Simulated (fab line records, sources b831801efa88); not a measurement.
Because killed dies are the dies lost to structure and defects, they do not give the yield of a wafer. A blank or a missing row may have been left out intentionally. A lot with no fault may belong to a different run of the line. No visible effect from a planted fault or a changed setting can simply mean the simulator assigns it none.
fab line records / flow gf180mcu
record: lots: 7 wafers: 21 last_day: 34
route steps=602 shown M2@363
lots that met no fault: taken from a fault-free run of the same line
start_h: hours from the record's first day to the start of the lot's first wafer shown / wait_h: hours from the lot's prior step to this one / " identical to the entry in the row above / L1.1+2: a single row standing in for several wafers / - value missing, or start not given / * or withheld: withheld / < > ~ a bound
route shown NAME@n: names a module that has steps shown in the file, with the first one's number in the route / usual: mean and standard deviation over wafers with no fault / same: alike in all rows / chamber/n: place in a boat / sites: each site's reading / _std_site: how widely they spread, as a standard deviation / _edge_site: inner sites' mean taken away from outer sites' mean / radius_mm: for every site, how far away it sits from the centre of the wafer / mask NAME#n: copy n / behind: the tool/chamber that last shaped the wafer / hold: the reason the lot was held/the length of the hold in hours/how it ended / device: names the non-switching transistor (n, p or np) / end of line: the tests these same wafers got at the end of their route / where a step has no rows: the recipe by itself / killed: at the first sort, the dies lost to defects and structure; wafer yield is something else / map: the dies of a wafer, with x for killed, . for not killed, _ for no die there
set.NAME: the setting that was run; set.NAME@STEP: the one run at that earlier step / model.NAME: the simulator's own value behind a step, which no gauge read
a table for each step, a row for each wafer; lots at some steps of the route
services: a tool's chamber out of use, with start hour (start_h, from the record's first day; less than 0 if before it), hours out, and reason
== steps ==
step: GF_M2_SPUTTER_01
recipe: material: TiN target_thk_nm: 30 power_w: 6500 time_s: 25 chamber_pressure_pa: 0.4
usual: cathode_dc_power_W: 6500.0/1.1 throttle_valve_pct: 29.2/0.6
lot.wafer=L691.1 tool=pvd_sputter-03 chamber=- start_h=520.87 wait_h=0.1 cathode_dc_power_W=6499.5 throttle_valve_pct=29.0
lot.wafer=L691.3 tool=pvd_sputter-03 chamber=- start_h=520.87 wait_h=0.1 cathode_dc_power_W=6498.9 throttle_valve_pct=29.5
lot.wafer=L691.4 tool=pvd_sputter-03 chamber=- start_h=520.87 wait_h=0.1 cathode_dc_power_W=6500.8 throttle_valve_pct=29.0
lot.wafer=L698.1 tool=pvd_sputter-01 chamber=- start_h=561.28 wait_h=0.1 cathode_dc_power_W=6499.7 throttle_valve_pct=29.9
lot.wafer=L698.3 tool=pvd_sputter-01 chamber=- start_h=561.28 wait_h=0.1 cathode_dc_power_W=6500.7 throttle_valve_pct=27.6
lot.wafer=L698.6 tool=pvd_sputter-01 chamber=- start_h=561.28 wait_h=0.1 cathode_dc_power_W=6499.9 throttle_valve_pct=29.5
lot.wafer=L699.1 tool=pvd_sputter-02 chamber=- start_h=571.90 wait_h=0.1 cathode_dc_power_W=6499.2 throttle_valve_pct=29.0
lot.wafer=L699.2 tool=pvd_sputter-02 chamber=- start_h=571.90 wait_h=0.1 cathode_dc_power_W=6501.8 throttle_valve_pct=30.3
lot.wafer=L699.5 tool=pvd_sputter-02 chamber=- start_h=571.90 wait_h=0.1 cathode_dc_power_W=6500.8 throttle_valve_pct=28.9
lot.wafer=L700.2 tool=pvd_sputter-03 chamber=- start_h=577.65 wait_h=0.1 cathode_dc_power_W=6500.2 throttle_valve_pct=28.9
lot.wafer=L700.3 tool=pvd_sputter-03 chamber=- start_h=577.65 wait_h=0.1 cathode_dc_power_W=6500.8 throttle_valve_pct=29.4
lot.wafer=L700.5 tool=pvd_sputter-03 chamber=- start_h=577.65 wait_h=0.1 cathode_dc_power_W=6501.4 throttle_valve_pct=29.3
lot.wafer=L702.2 tool=pvd_sputter-01 chamber=- start_h=594.97 wait_h=0.1 cathode_dc_power_W=6499.4 throttle_valve_pct=28.9
lot.wafer=L702.4 tool=pvd_sputter-01 chamber=- start_h=594.97 wait_h=0.1 cathode_dc_power_W=6499.7 throttle_valve_pct=29.4
lot.wafer=L702.5 tool=pvd_sputter-01 chamber=- start_h=594.97 wait_h=0.1 cathode_dc_power_W=6500.5 throttle_valve_pct=27.5
lot.wafer=L703.1 tool=pvd_sputter-03 chamber=- start_h=602.69 wait_h=0.1 cathode_dc_power_W=6499.9 throttle_valve_pct=29.2
lot.wafer=L703.3 tool=pvd_sputter-03 chamber=- start_h=602.69 wait_h=0.1 cathode_dc_power_W=6499.1 throttle_valve_pct=29.5
lot.wafer=L703.6 tool=pvd_sputter-03 chamber=- start_h=602.69 wait_h=0.1 cathode_dc_power_W=6498.4 throttle_valve_pct=29.0
lot.wafer=L704.1 tool=pvd_sputter-02 chamber=- start_h=606.20 wait_h=0.1 cathode_dc_power_W=6499.7 throttle_valve_pct=28.3
lot.wafer=L704.2 tool=pvd_sputter-02 chamber=- start_h=606.20 wait_h=0.1 cathode_dc_power_W=6498.5 throttle_valve_pct=29.4
lot.wafer=L704.6 tool=pvd_sputter-02 chamber=- start_h=606.20 wait_h=0.1 cathode_dc_power_W=6499.4 throttle_valve_pct=28.5
step: GF_M2_SPUTTER_02
recipe: material: AlCu target_thk_nm: 450 power_w: 10600 time_s: 23.9 chamber_pressure_pa: 0.4
usual: cathode_dc_power_W: 10600/1.7 throttle_valve_pct: 29.2/0.6
lot.wafer=L691.1 tool=pvd_sputter-03 chamber=- start_h=520.90 wait_h=0.0 cathode_dc_power_W=10600 throttle_valve_pct=29.3
lot.wafer=L691.3 tool=pvd_sputter-03 chamber=- start_h=520.90 wait_h=0.0 cathode_dc_power_W=10598 throttle_valve_pct=29.3
lot.wafer=L691.4 tool=pvd_sputter-03 chamber=- start_h=520.90 wait_h=0.0 cathode_dc_power_W=10602 throttle_valve_pct=28.8
lot.wafer=L698.1 tool=pvd_sputter-01 chamber=- start_h=561.31 wait_h=0.0 cathode_dc_power_W=10599 throttle_valve_pct=29.8
lot.wafer=L698.3 tool=pvd_sputter-01 chamber=- start_h=561.31 wait_h=0.0 cathode_dc_power_W=10603 throttle_valve_pct=27.3
lot.wafer=L698.6 tool=pvd_sputter-01 chamber=- start_h=561.31 wait_h=0.0 cathode_dc_power_W=10599 throttle_valve_pct=29.6
lot.wafer=L699.1 tool=pvd_sputter-02 chamber=- start_h=571.93 wait_h=0.0 cathode_dc_power_W=10599 throttle_valve_pct=29.0
lot.wafer=L699.2 tool=pvd_sputter-02 chamber=- start_h=571.93 wait_h=0.0 cathode_dc_power_W=10601 throttle_valve_pct=30.1
lot.wafer=L699.5 tool=pvd_sputter-02 chamber=- start_h=571.93 wait_h=0.0 cathode_dc_power_W=10597 throttle_valve_pct=28.9
lot.wafer=L700.2 tool=pvd_sputter-03 chamber=- start_h=577.69 wait_h=0.0 cathode_dc_power_W=10600 throttle_valve_pct=28.9
lot.wafer=L700.3 tool=pvd_sputter-03 chamber=- start_h=577.69 wait_h=0.0 cathode_dc_power_W=10599 throttle_valve_pct=29.6
lot.wafer=L700.5 tool=pvd_sputter-03 chamber=- start_h=577.69 wait_h=0.0 cathode_dc_power_W=10600 throttle_valve_pct=29.6
lot.wafer=L702.2 tool=pvd_sputter-01 chamber=- start_h=595.00 wait_h=0.0 cathode_dc_power_W=10600 throttle_valve_pct=29.0
lot.wafer=L702.4 tool=pvd_sputter-01 chamber=- start_h=595.00 wait_h=0.0 cathode_dc_power_W=10598 throttle_valve_pct=29.3
lot.wafer=L702.5 tool=pvd_sputter-01 chamber=- start_h=595.00 wait_h=0.0 cathode_dc_power_W=10600 throttle_valve_pct=27.5
lot.wafer=L703.1 tool=pvd_sputter-03 chamber=- start_h=602.72 wait_h=0.0 cathode_dc_power_W=10600 throttle_valve_pct=29.4
lot.wafer=L703.3 tool=pvd_sputter-03 chamber=- start_h=602.72 wait_h=0.0 cathode_dc_power_W=10597 throttle_valve_pct=29.7
lot.wafer=L703.6 tool=pvd_sputter-03 chamber=- start_h=602.72 wait_h=0.0 cathode_dc_power_W=10601 throttle_valve_pct=29.0
lot.wafer=L704.1 tool=pvd_sputter-02 chamber=- start_h=606.23 wait_h=0.0 cathode_dc_power_W=10597 throttle_valve_pct=28.2
lot.wafer=L704.2 tool=pvd_sputter-02 chamber=- start_h=606.23 wait_h=0.0 cathode_dc_power_W=10597 throttle_valve_pct=29.1
lot.wafer=L704.6 tool=pvd_sputter-02 chamber=- start_h=606.23 wait_h=0.0 cathode_dc_power_W=10601 throttle_valve_pct=28.2
step: GF_M2_SPUTTER_03
recipe: material: Ti target_thk_nm: 10 substrate_temp_c: 300 chamber_pressure_pa: 0.3 power_w: 3000 time_s: 6.7
usual: cathode_dc_power_W: 2999.9/0.54 throttle_valve_pct: 29.2/0.63
lot.wafer=L691.1 tool=pvd_sputter-03 chamber=- start_h=520.93 wait_h=0.0 cathode_dc_power_W=3000.0 throttle_valve_pct=29.0
lot.wafer=L691.3 tool=pvd_sputter-03 chamber=- start_h=520.93 wait_h=0.0 cathode_dc_power_W=3000.2 throttle_valve_pct=29.3
lot.wafer=L691.4 tool=pvd_sputter-03 chamber=- start_h=520.93 wait_h=0.0 cathode_dc_power_W=2999.6 throttle_valve_pct=28.9
lot.wafer=L698.1 tool=pvd_sputter-01 chamber=- start_h=561.34 wait_h=0.0 cathode_dc_power_W=3000.4 throttle_valve_pct=29.9
lot.wafer=L698.3 tool=pvd_sputter-01 chamber=- start_h=561.34 wait_h=0.0 cathode_dc_power_W=2999.0 throttle_valve_pct=27.4
lot.wafer=L698.6 tool=pvd_sputter-01 chamber=- start_h=561.34 wait_h=0.0 cathode_dc_power_W=2999.0 throttle_valve_pct=29.7
lot.wafer=L699.1 tool=pvd_sputter-02 chamber=- start_h=571.96 wait_h=0.0 cathode_dc_power_W=2999.9 throttle_valve_pct=28.9
lot.wafer=L699.2 tool=pvd_sputter-02 chamber=- start_h=571.96 wait_h=0.0 cathode_dc_power_W=3000.2 throttle_valve_pct=30.1
lot.wafer=L699.5 tool=pvd_sputter-02 chamber=- start_h=571.96 wait_h=0.0 cathode_dc_power_W=3000.3 throttle_valve_pct=28.9
lot.wafer=L700.2 tool=pvd_sputter-03 chamber=- start_h=577.72 wait_h=0.0 cathode_dc_power_W=2999.0 throttle_valve_pct=28.9
lot.wafer=L700.3 tool=pvd_sputter-03 chamber=- start_h=577.72 wait_h=0.0 cathode_dc_power_W=3000.5 throttle_valve_pct=29.5
lot.wafer=L700.5 tool=pvd_sputter-03 chamber=- start_h=577.72 wait_h=0.0 cathode_dc_power_W=2999.6 throttle_valve_pct=29.4
lot.wafer=L702.2 tool=pvd_sputter-01 chamber=- start_h=595.03 wait_h=0.0 cathode_dc_power_W=3000.7 throttle_valve_pct=29.0
lot.wafer=L702.4 tool=pvd_sputter-01 chamber=- start_h=595.03 wait_h=0.0 cathode_dc_power_W=2999.8 throttle_valve_pct=29.6
lot.wafer=L702.5 tool=pvd_sputter-01 chamber=- start_h=595.03 wait_h=0.0 cathode_dc_power_W=2999.6 throttle_valve_pct=27.2
lot.wafer=L703.1 tool=pvd_sputter-03 chamber=- start_h=602.75 wait_h=0.0 cathode_dc_power_W=2998.9 throttle_valve_pct=29.0
lot.wafer=L703.3 tool=pvd_sputter-03 chamber=- start_h=602.75 wait_h=0.0 cathode_dc_power_W=3000.3 throttle_valve_pct=29.4
lot.wafer=L703.6 tool=pvd_sputter-03 chamber=- start_h=602.75 wait_h=0.0 cathode_dc_power_W=3000.3 throttle_valve_pct=29.0
lot.wafer=L704.1 tool=pvd_sputter-02 chamber=- start_h=606.26 wait_h=0.0 cathode_dc_power_W=3000.2 throttle_valve_pct=28.4
lot.wafer=L704.2 tool=pvd_sputter-02 chamber=- start_h=606.26 wait_h=0.0 cathode_dc_power_W=2999.4 throttle_valve_pct=29.0
lot.wafer=L704.6 tool=pvd_sputter-02 chamber=- start_h=606.26 wait_h=0.0 cathode_dc_power_W=3000.6 throttle_valve_pct=28.5
step: GF_M2_SPUTTER_04
recipe: material: TiN target_thk_nm: 50 power_w: 6500 time_s: 41.7 chamber_pressure_pa: 0.4
usual: cathode_dc_power_W: 6499.9/1.1 throttle_valve_pct: 29.2/0.59
lot.wafer=L691.1 tool=pvd_sputter-03 chamber=- start_h=520.95 wait_h=0.0 cathode_dc_power_W=6501.6 throttle_valve_pct=29.1
lot.wafer=L691.3 tool=pvd_sputter-03 chamber=- start_h=520.95 wait_h=0.0 cathode_dc_power_W=6499.0 throttle_valve_pct=29.5
lot.wafer=L691.4 tool=pvd_sputter-03 chamber=- start_h=520.95 wait_h=0.0 cathode_dc_power_W=6500.7 throttle_valve_pct=28.6
lot.wafer=L698.1 tool=pvd_sputter-01 chamber=- start_h=561.36 wait_h=0.0 cathode_dc_power_W=6500.8 throttle_valve_pct=30.0
lot.wafer=L698.3 tool=pvd_sputter-01 chamber=- start_h=561.36 wait_h=0.0 cathode_dc_power_W=6498.4 throttle_valve_pct=27.4
lot.wafer=L698.6 tool=pvd_sputter-01 chamber=- start_h=561.36 wait_h=0.0 cathode_dc_power_W=6498.6 throttle_valve_pct=29.4
lot.wafer=L699.1 tool=pvd_sputter-02 chamber=- start_h=571.98 wait_h=0.0 cathode_dc_power_W=6499.1 throttle_valve_pct=29.0
lot.wafer=L699.2 tool=pvd_sputter-02 chamber=- start_h=571.98 wait_h=0.0 cathode_dc_power_W=6498.9 throttle_valve_pct=29.9
lot.wafer=L699.5 tool=pvd_sputter-02 chamber=- start_h=571.98 wait_h=0.0 cathode_dc_power_W=6497.9 throttle_valve_pct=29.2
lot.wafer=L700.2 tool=pvd_sputter-03 chamber=- start_h=577.74 wait_h=0.0 cathode_dc_power_W=6498.2 throttle_valve_pct=28.8
lot.wafer=L700.3 tool=pvd_sputter-03 chamber=- start_h=577.74 wait_h=0.0 cathode_dc_power_W=6500.9 throttle_valve_pct=29.6
lot.wafer=L700.5 tool=pvd_sputter-03 chamber=- start_h=577.74 wait_h=0.0 cathode_dc_power_W=6501.4 throttle_valve_pct=29.4
lot.wafer=L702.2 tool=pvd_sputter-01 chamber=- start_h=595.05 wait_h=0.0 cathode_dc_power_W=6498.2 throttle_valve_pct=29.0
lot.wafer=L702.4 tool=pvd_sputter-01 chamber=- start_h=595.05 wait_h=0.0 cathode_dc_power_W=6501.0 throttle_valve_pct=29.6
lot.wafer=L702.5 tool=pvd_sputter-01 chamber=- start_h=595.05 wait_h=0.0 cathode_dc_power_W=6500.5 throttle_valve_pct=27.8
lot.wafer=L703.1 tool=pvd_sputter-03 chamber=- start_h=602.77 wait_h=0.0 cathode_dc_power_W=6500.3 throttle_valve_pct=29.2
lot.wafer=L703.3 tool=pvd_sputter-03 chamber=- start_h=602.77 wait_h=0.0 cathode_dc_power_W=6500.2 throttle_valve_pct=29.2
lot.wafer=L703.6 tool=pvd_sputter-03 chamber=- start_h=602.77 wait_h=0.0 cathode_dc_power_W=6498.8 throttle_valve_pct=28.8
lot.wafer=L704.1 tool=pvd_sputter-02 chamber=- start_h=606.28 wait_h=0.0 cathode_dc_power_W=6501.5 throttle_valve_pct=28.4
lot.wafer=L704.2 tool=pvd_sputter-02 chamber=- start_h=606.28 wait_h=0.0 cathode_dc_power_W=6500.5 throttle_valve_pct=29.2
lot.wafer=L704.6 tool=pvd_sputter-02 chamber=- start_h=606.28 wait_h=0.0 cathode_dc_power_W=6500.1 throttle_valve_pct=28.5
step: GF_M2_RS_MEAS_05
recipe: thk_meas_gauge: four-point-probe reads: TiN_of_M2_SPUTTER_04+Ti_of_M2_SPUTTER_03+AlCu_of_M2_SPUTTER_02+TiN_of_M2_SPUTTER_01+Ti_of_M2_SPUTTER_00
usual: M2_ALCU_RS: 0.0692/0.00094
lot.wafer=L691.1 tool=film_metro-02 chamber=- start_h=520.99 wait_h=0.0 M2_ALCU_RS[ohm/sq]=0.0714
lot.wafer=L691.3 tool=film_metro-02 chamber=- start_h=520.99 wait_h=0.0 M2_ALCU_RS[ohm/sq]=0.0697
lot.wafer=L691.4 tool=film_metro-02 chamber=- start_h=520.99 wait_h=0.0 M2_ALCU_RS[ohm/sq]=0.0697
lot.wafer=L698.1 tool=film_metro-02 chamber=- start_h=561.40 wait_h=0.0 M2_ALCU_RS[ohm/sq]=0.0684
lot.wafer=L698.3 tool=film_metro-02 chamber=- start_h=561.40 wait_h=0.0 M2_ALCU_RS[ohm/sq]=0.0693
lot.wafer=L698.6 tool=film_metro-02 chamber=- start_h=561.40 wait_h=0.0 M2_ALCU_RS[ohm/sq]=0.0689
lot.wafer=L699.1 tool=film_metro-02 chamber=- start_h=572.02 wait_h=0.0 M2_ALCU_RS[ohm/sq]=0.0695
lot.wafer=L699.2 tool=film_metro-02 chamber=- start_h=572.02 wait_h=0.0 M2_ALCU_RS[ohm/sq]=0.0692
lot.wafer=L699.5 tool=film_metro-02 chamber=- start_h=572.02 wait_h=0.0 M2_ALCU_RS[ohm/sq]=0.0691
lot.wafer=L700.2 tool=film_metro-02 chamber=- start_h=577.80 wait_h=0.0 M2_ALCU_RS[ohm/sq]=0.0694
lot.wafer=L700.3 tool=film_metro-02 chamber=- start_h=577.80 wait_h=0.0 M2_ALCU_RS[ohm/sq]=0.0697
lot.wafer=L700.5 tool=film_metro-02 chamber=- start_h=577.80 wait_h=0.0 M2_ALCU_RS[ohm/sq]=0.0699
lot.wafer=L702.2 tool=film_metro-01 chamber=- start_h=595.11 wait_h=0.0 M2_ALCU_RS[ohm/sq]=0.0688
lot.wafer=L702.4 tool=film_metro-01 chamber=- start_h=595.11 wait_h=0.0 M2_ALCU_RS[ohm/sq]=0.0689
lot.wafer=L702.5 tool=film_metro-01 chamber=- start_h=595.11 wait_h=0.0 M2_ALCU_RS[ohm/sq]=0.0696
lot.wafer=L703.1 tool=film_metro-02 chamber=- start_h=602.81 wait_h=0.0 M2_ALCU_RS[ohm/sq]=0.0703
lot.wafer=L703.3 tool=film_metro-02 chamber=- start_h=602.81 wait_h=0.0 M2_ALCU_RS[ohm/sq]=0.0694
lot.wafer=L703.6 tool=film_metro-02 chamber=- start_h=602.81 wait_h=0.0 M2_ALCU_RS[ohm/sq]=0.0694
lot.wafer=L704.1 tool=film_metro-04 chamber=- start_h=606.32 wait_h=0.0 M2_ALCU_RS[ohm/sq]=0.0690
lot.wafer=L704.2 tool=film_metro-04 chamber=- start_h=606.32 wait_h=0.0 M2_ALCU_RS[ohm/sq]=0.0695
lot.wafer=L704.6 tool=film_metro-04 chamber=- start_h=606.32 wait_h=0.0 M2_ALCU_RS[ohm/sq]=0.0693
step: GF_M2_THK_MEAS_06
recipe: thk_meas_gauge: xrf reads: AlCu_of_M2_SPUTTER_02
usual: M2_ALCU_THK: 456/6.3
lot.wafer=L691.1 tool=film_metro-02 chamber=- start_h=521.11 wait_h=0.1 M2_ALCU_THK[nm]=444
lot.wafer=L691.3 tool=film_metro-02 chamber=- start_h=521.11 wait_h=0.1 M2_ALCU_THK[nm]=454
lot.wafer=L691.4 tool=film_metro-02 chamber=- start_h=521.11 wait_h=0.1 M2_ALCU_THK[nm]=455
lot.wafer=L698.1 tool=film_metro-02 chamber=- start_h=561.52 wait_h=0.1 M2_ALCU_THK[nm]=462
lot.wafer=L698.3 tool=film_metro-02 chamber=- start_h=561.52 wait_h=0.1 M2_ALCU_THK[nm]=454
lot.wafer=L698.6 tool=film_metro-02 chamber=- start_h=561.52 wait_h=0.1 M2_ALCU_THK[nm]=458
lot.wafer=L699.1 tool=film_metro-02 chamber=- start_h=572.14 wait_h=0.1 M2_ALCU_THK[nm]=454
lot.wafer=L699.2 tool=film_metro-02 chamber=- start_h=572.14 wait_h=0.1 M2_ALCU_THK[nm]=456
lot.wafer=L699.5 tool=film_metro-02 chamber=- start_h=572.14 wait_h=0.1 M2_ALCU_THK[nm]=457
lot.wafer=L700.2 tool=film_metro-02 chamber=- start_h=577.91 wait_h=0.1 M2_ALCU_THK[nm]=456
lot.wafer=L700.3 tool=film_metro-02 chamber=- start_h=577.91 wait_h=0.1 M2_ALCU_THK[nm]=453
lot.wafer=L700.5 tool=film_metro-02 chamber=- start_h=577.91 wait_h=0.1 M2_ALCU_THK[nm]=455
lot.wafer=L702.2 tool=film_metro-01 chamber=- start_h=595.22 wait_h=0.1 M2_ALCU_THK[nm]=458
lot.wafer=L702.4 tool=film_metro-01 chamber=- start_h=595.22 wait_h=0.1 M2_ALCU_THK[nm]=460
lot.wafer=L702.5 tool=film_metro-01 chamber=- start_h=595.22 wait_h=0.1 M2_ALCU_THK[nm]=454
lot.wafer=L703.1 tool=film_metro-02 chamber=- start_h=602.93 wait_h=0.1 M2_ALCU_THK[nm]=450
lot.wafer=L703.3 tool=film_metro-02 chamber=- start_h=602.93 wait_h=0.1 M2_ALCU_THK[nm]=455
lot.wafer=L703.6 tool=film_metro-02 chamber=- start_h=602.93 wait_h=0.1 M2_ALCU_THK[nm]=455
lot.wafer=L704.1 tool=film_metro-04 chamber=- start_h=606.44 wait_h=0.1 M2_ALCU_THK[nm]=454
lot.wafer=L704.2 tool=film_metro-04 chamber=- start_h=606.44 wait_h=0.1 M2_ALCU_THK[nm]=451
lot.wafer=L704.6 tool=film_metro-04 chamber=- start_h=606.44 wait_h=0.1 M2_ALCU_THK[nm]=457
step: GF_M2_DEHYDRATE_07
recipe: temp_c: 200 time_s: 60
step: GF_M2_HMDS_08
recipe: prime_time_s: 60 prime_temp_c: 120
step: GF_M2_COAT_09
recipe: resist: KrF spin_rpm: withheld resist_thk_nm: 1000
step: GF_M2_SOFTBAKE_10
recipe: temp_c: 130 time_s: 60 resist: KrF
step: GF_M2_EXPOSE_11
recipe: mask_id: Metal2 target_cd_nm: 280 na: 0.68 source_shape: conventional sigma_outer: 0.6 dose_mj: 28
step: GF_M2_PEB_12
recipe: peb_temp_c: 135 peb_time_s: 90 resist: KrF
step: GF_M2_DEVELOP_13
recipe: develop_time_s: 60 dev_temp_c: 21
usual: chill_plate_temp_C: 22.98/0.11 develop_time_s: 60/0
lot.wafer=L691.1 tool=litho_track-03 chamber=0 start_h=543.57 wait_h=0.2 chill_plate_temp_C=22.96 develop_time_s=60 model.KrF_of_M2_COAT_09.thk_nm=987.5
lot.wafer=L691.3 tool=litho_track-03 chamber=0 start_h=543.57 wait_h=0.2 chill_plate_temp_C=22.96 develop_time_s=60 model.KrF_of_M2_COAT_09.thk_nm=987.8
lot.wafer=L691.4 tool=litho_track-03 chamber=0 start_h=543.57 wait_h=0.2 chill_plate_temp_C=23.12 develop_time_s=60 model.KrF_of_M2_COAT_09.thk_nm=986
lot.wafer=L698.1 tool=litho_track-03 chamber=- start_h=582.42 wait_h=0.2 chill_plate_temp_C=- develop_time_s=- model.KrF_of_M2_COAT_09.thk_nm=1004
lot.wafer=L698.3 tool=litho_track-03 chamber=- start_h=582.42 wait_h=0.2 chill_plate_temp_C=- develop_time_s=- model.KrF_of_M2_COAT_09.thk_nm=1001
lot.wafer=L698.6 tool=litho_track-03 chamber=- start_h=582.42 wait_h=0.2 chill_plate_temp_C=- develop_time_s=- model.KrF_of_M2_COAT_09.thk_nm=1000
lot.wafer=L699.1 tool=litho_track-01 chamber=- start_h=592.66 wait_h=0.2 chill_plate_temp_C=- develop_time_s=- model.KrF_of_M2_COAT_09.thk_nm=1003
lot.wafer=L699.2 tool=litho_track-01 chamber=- start_h=592.66 wait_h=0.2 chill_plate_temp_C=- develop_time_s=- model.KrF_of_M2_COAT_09.thk_nm=1000
lot.wafer=L699.5 tool=litho_track-01 chamber=- start_h=592.66 wait_h=0.2 chill_plate_temp_C=- develop_time_s=- model.KrF_of_M2_COAT_09.thk_nm=999
lot.wafer=L700.2 tool=litho_track-03 chamber=- start_h=599.34 wait_h=0.2 chill_plate_temp_C=- develop_time_s=- model.KrF_of_M2_COAT_09.thk_nm=1000
lot.wafer=L700.3 tool=litho_track-03 chamber=- start_h=599.34 wait_h=0.2 chill_plate_temp_C=- develop_time_s=- model.KrF_of_M2_COAT_09.thk_nm=1001
lot.wafer=L700.5 tool=litho_track-03 chamber=- start_h=599.34 wait_h=0.2 chill_plate_temp_C=- develop_time_s=- model.KrF_of_M2_COAT_09.thk_nm=1004
lot.wafer=L702.2 tool=litho_track-01 chamber=0 start_h=614.99 wait_h=0.2 chill_plate_temp_C=23.15 develop_time_s=60 model.KrF_of_M2_COAT_09.thk_nm=991.8
lot.wafer=L702.4 tool=litho_track-01 chamber=0 start_h=614.99 wait_h=0.2 chill_plate_temp_C=23.08 develop_time_s=60 model.KrF_of_M2_COAT_09.thk_nm=988.5
lot.wafer=L702.5 tool=litho_track-01 chamber=0 start_h=614.99 wait_h=0.2 chill_plate_temp_C=22.96 develop_time_s=60 model.KrF_of_M2_COAT_09.thk_nm=993.5
lot.wafer=L703.1 tool=litho_track-03 chamber=0 start_h=622.76 wait_h=0.2 chill_plate_temp_C=22.95 develop_time_s=60 model.KrF_of_M2_COAT_09.thk_nm=988.3
lot.wafer=L703.3 tool=litho_track-03 chamber=0 start_h=622.76 wait_h=0.2 chill_plate_temp_C=23.13 develop_time_s=60 model.KrF_of_M2_COAT_09.thk_nm=985.7
lot.wafer=L703.6 tool=litho_track-03 chamber=0 start_h=622.76 wait_h=0.2 chill_plate_temp_C=23.08 develop_time_s=60 model.KrF_of_M2_COAT_09.thk_nm=988.4
lot.wafer=L704.1 tool=litho_track-03 chamber=0 start_h=626.96 wait_h=0.2 chill_plate_temp_C=22.97 develop_time_s=60 model.KrF_of_M2_COAT_09.thk_nm=987.2
lot.wafer=L704.2 tool=litho_track-03 chamber=0 start_h=626.96 wait_h=0.2 chill_plate_temp_C=22.93 develop_time_s=60 model.KrF_of_M2_COAT_09.thk_nm=984.1
lot.wafer=L704.6 tool=litho_track-03 chamber=0 start_h=626.96 wait_h=0.2 chill_plate_temp_C=23.06 develop_time_s=60 model.KrF_of_M2_COAT_09.thk_nm=983.9
step: GF_M2_CD_MEAS_14
recipe: target_cd_nm: 280
usual: cd_nm: 280.5/1.3
lot.wafer=L691.1 tool=cd_sem-02 chamber=- start_h=543.72 wait_h=0.1 cd_nm=280.0
lot.wafer=L691.3 tool=cd_sem-02 chamber=- start_h=543.72 wait_h=0.1 cd_nm=279.7
lot.wafer=L691.4 tool=cd_sem-02 chamber=- start_h=543.72 wait_h=0.1 cd_nm=279.1
lot.wafer=L698.1 tool=cd_sem-01 chamber=- start_h=582.57 wait_h=0.1 cd_nm=-
lot.wafer=L698.3 tool=cd_sem-01 chamber=- start_h=582.57 wait_h=0.1 cd_nm=-
lot.wafer=L698.6 tool=cd_sem-01 chamber=- start_h=582.57 wait_h=0.1 cd_nm=-
lot.wafer=L699.1 tool=cd_sem-01 chamber=- start_h=592.81 wait_h=0.1 cd_nm=-
lot.wafer=L699.2 tool=cd_sem-01 chamber=- start_h=592.81 wait_h=0.1 cd_nm=-
lot.wafer=L699.5 tool=cd_sem-01 chamber=- start_h=592.81 wait_h=0.1 cd_nm=-
lot.wafer=L700.2 tool=cd_sem-01 chamber=- start_h=599.48 wait_h=0.1 cd_nm=-
lot.wafer=L700.3 tool=cd_sem-01 chamber=- start_h=599.48 wait_h=0.1 cd_nm=-
lot.wafer=L700.5 tool=cd_sem-01 chamber=- start_h=599.48 wait_h=0.1 cd_nm=-
lot.wafer=L702.2 tool=cd_sem-02 chamber=- start_h=615.13 wait_h=0.1 cd_nm=280.2
lot.wafer=L702.4 tool=cd_sem-02 chamber=- start_h=615.13 wait_h=0.1 cd_nm=280.5
lot.wafer=L702.5 tool=cd_sem-02 chamber=- start_h=615.13 wait_h=0.1 cd_nm=279.9
lot.wafer=L703.1 tool=cd_sem-02 chamber=- start_h=622.91 wait_h=0.1 cd_nm=281.6
lot.wafer=L703.3 tool=cd_sem-02 chamber=- start_h=622.91 wait_h=0.1 cd_nm=280.7
lot.wafer=L703.6 tool=cd_sem-02 chamber=- start_h=622.91 wait_h=0.1 cd_nm=280.7
lot.wafer=L704.1 tool=cd_sem-02 chamber=- start_h=627.11 wait_h=0.1 cd_nm=279.2
lot.wafer=L704.2 tool=cd_sem-02 chamber=- start_h=627.11 wait_h=0.1 cd_nm=280.2
lot.wafer=L704.6 tool=cd_sem-02 chamber=- start_h=627.11 wait_h=0.1 cd_nm=280.7
== services ==
tool=pvd_sputter-03 chamber=1 start_h=497.99 hours=- kind=consumable_replace:kit
tool=pvd_sputter-03 chamber=1 start_h=497.99 hours=18.0 kind=scheduled_down
tool=pvd_sputter-03 chamber=1 start_h=497.99 hours=18.0 kind=vent_cycle
tool=pvd_sputter-03 chamber=- start_h=521.86 hours=11.9 kind=repair
tool=pvd_sputter-01 chamber=2 start_h=537.60 hours=- kind=consumable_replace:kit
tool=pvd_sputter-01 chamber=2 start_h=537.60 hours=18.0 kind=scheduled_down
tool=pvd_sputter-01 chamber=2 start_h=537.60 hours=18.0 kind=vent_cycle
tool=pvd_sputter-02 chamber=0 start_h=572.02 hours=- kind=consumable_replace:kit
tool=pvd_sputter-02 chamber=0 start_h=572.02 hours=18.0 kind=scheduled_down
tool=pvd_sputter-02 chamber=0 start_h=572.02 hours=18.0 kind=vent_cycle
tool=pvd_sputter-02 chamber=- start_h=597.95 hours=0.5 kind=repair
tool=pvd_sputter-03 chamber=0 start_h=621.74 hours=- kind=consumable_replace:kit
tool=pvd_sputter-03 chamber=0 start_h=621.74 hours=18.0 kind=scheduled_down
tool=pvd_sputter-03 chamber=0 start_h=621.74 hours=18.0 kind=vent_cycle
== key ==
first_sign: step: GF_M2_DEVELOP_13 reading: tool_record direction: missing
effect none on later readings
model_effect: step: GF_M2_DEVELOP_13 value: KrF_of_M2_COAT_09.thk_nm without: 986.4 struck: 1001
met_at GF_M2_DEVELOP_13
struck_wafers L698.1,L698.3,L698.6,L699.1,L699.2,L699.5,L700.2,L700.3,L700.5
later_rows_left_out L698.1,L698.3,L698.6,L699.1,L699.2,L699.5,L700.2,L700.3,L700.5
sort_left_out L698.1,L698.3,L698.6,L699.1,L699.2,L699.5,L700.2,L700.3,L700.5
onset_between 543.57 582.42
fault: kind: skipped_step_whole tool: litho_track-01,litho_track-03 chamber: - onset_h: 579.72 steps: GF_M2_DEVELOP_13 scope: struck_lots_only
sort_left_out: the simulated sort isn't trusted on such a fault, so these wafers' sort isn't shown, and their yield isn't known
later_rows_left_out: the simulator's readings of these wafers behind a module that went badly wrong aren't trusted and aren't shown, but for the sort
